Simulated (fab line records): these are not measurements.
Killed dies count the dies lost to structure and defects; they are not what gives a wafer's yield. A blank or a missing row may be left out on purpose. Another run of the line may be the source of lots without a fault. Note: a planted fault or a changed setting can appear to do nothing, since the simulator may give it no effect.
Which tool is to blame? + flow gf180mcu + Sampling: 14 lots, 42 wafers, 2 of 602 route steps

WHAT THE GAUGES SHOWED, per wafer
GF_POLY_GATE_CD_MEAS_10: the cd target is 280 nm.
| lot  | measured     | on        | cd-nm (nm)        |
|------|--------------|-----------|-------------------|
| L766 | day 9 01:38  | cd-sem-01 | 279.2 279.5 277.1 |
| L767 | day 9 07:04  | cd-sem-02 | 278.8 280.0 279.1 |
| L768 | day 9 12:11  | cd-sem-01 | 280.2 279.5 280.2 |
| L769 | day 10 03:20 | cd-sem-02 | 279.1 278.9 279.1 |
| L770 | day 10 09:52 | cd-sem-02 | 279.0 279.4 279.3 |
| L774 | day 11 17:32 | cd-sem-02 | 281.1 280.4 279.8 |
| L776 | day 11 23:59 | cd-sem-01 | 280.0 280.2 280.0 |
| L777 | day 12 06:50 | cd-sem-01 | 279.0 279.8 280.2 |
| L778 | day 12 17:37 | cd-sem-02 | 279.7 279.0 278.9 |
| L780 | day 13 19:05 | cd-sem-02 | 279.0 279.1 278.4 |
| L781 | day 13 23:14 | cd-sem-01 | 280.3 280.2 279.6 |
| L782 | day 14 03:56 | cd-sem-02 | 280.2 280.9 282.0 |
| L788 | day 15 15:28 | cd-sem-01 | 278.4 278.4 278.6 |
| L789 | day 16 00:41 | cd-sem-01 | 279.7 280.3 280.4 |

GF_POLY_GATE_OVL_MEAS_11.
| lot  | measured     | on         | POLY_GATE_OVL (nm) |
|------|--------------|------------|--------------------|
| L766 | day 9 01:45  | overlay-02 | -2 2 -6            |
| L767 | day 9 07:11  | overlay-02 | -11 -11 -12        |
| L768 | day 9 12:18  | overlay-01 | 1 -1 4             |
| L769 | day 10 03:28 | overlay-01 | -5 2 -8            |
| L770 | day 10 09:58 | overlay-01 | -1 -1 -1           |
| L774 | day 11 17:37 | overlay-01 | 3 -4 -1            |
| L776 | day 12 00:07 | overlay-02 | -1 -9 -3           |
| L777 | day 12 06:58 | overlay-01 | -2 0 0             |
| L778 | day 12 17:44 | overlay-01 | -5 -5 -1           |
| L780 | day 13 19:12 | overlay-01 | -7 -4 -9           |
| L781 | day 13 23:21 | overlay-01 | 0 -10 -5           |
| L782 | day 14 04:02 | overlay-02 | 3 -6 -1            |
| L788 | day 15 15:35 | overlay-02 | -4 -1 -3           |
| L789 | day 16 00:48 | overlay-02 | -2 -9 3            |

WHICH TOOL RAN EACH LOT (tool, then ch and the chambers of the sampled wafers, then the start)
Record: no process step prior to these readings.

AS READ BY THE TOOLS THEMSELVES (means over the sampled wafers that have a number; for cases with no such wafer, the mark the record gives instead)
The record holds no such reading with a usual standard deviation.

THE ANSWER, worked out from the rows above alone
Rule: the usual values come from the lots themselves. Put in order of their means at a reading, lots are off if they are a third of the lots or fewer, leave a main group of 4 or more, and stand apart from it by a gap of 3 or more times the standard deviation of the main group's means; of several such gaps the widest counts. Not used: any main group whose means are identical at the precision the tables above print for the reading. Also off: a lot with no number at a reading for which 4 or more lots have one. The other lots that the step has rows for count as sound. After the gauges, taken in route order, come the tools' own readings; for these a lot's mean is taken, as printed above. The first step at which some lot is off is used, and at that step the reading that is off furthest; a lot without a number counts as furthest.
No lot is off at any reading shown: from this, nothing can be told.

WHAT HAD BEEN PUT IN BY THE SIMULATOR
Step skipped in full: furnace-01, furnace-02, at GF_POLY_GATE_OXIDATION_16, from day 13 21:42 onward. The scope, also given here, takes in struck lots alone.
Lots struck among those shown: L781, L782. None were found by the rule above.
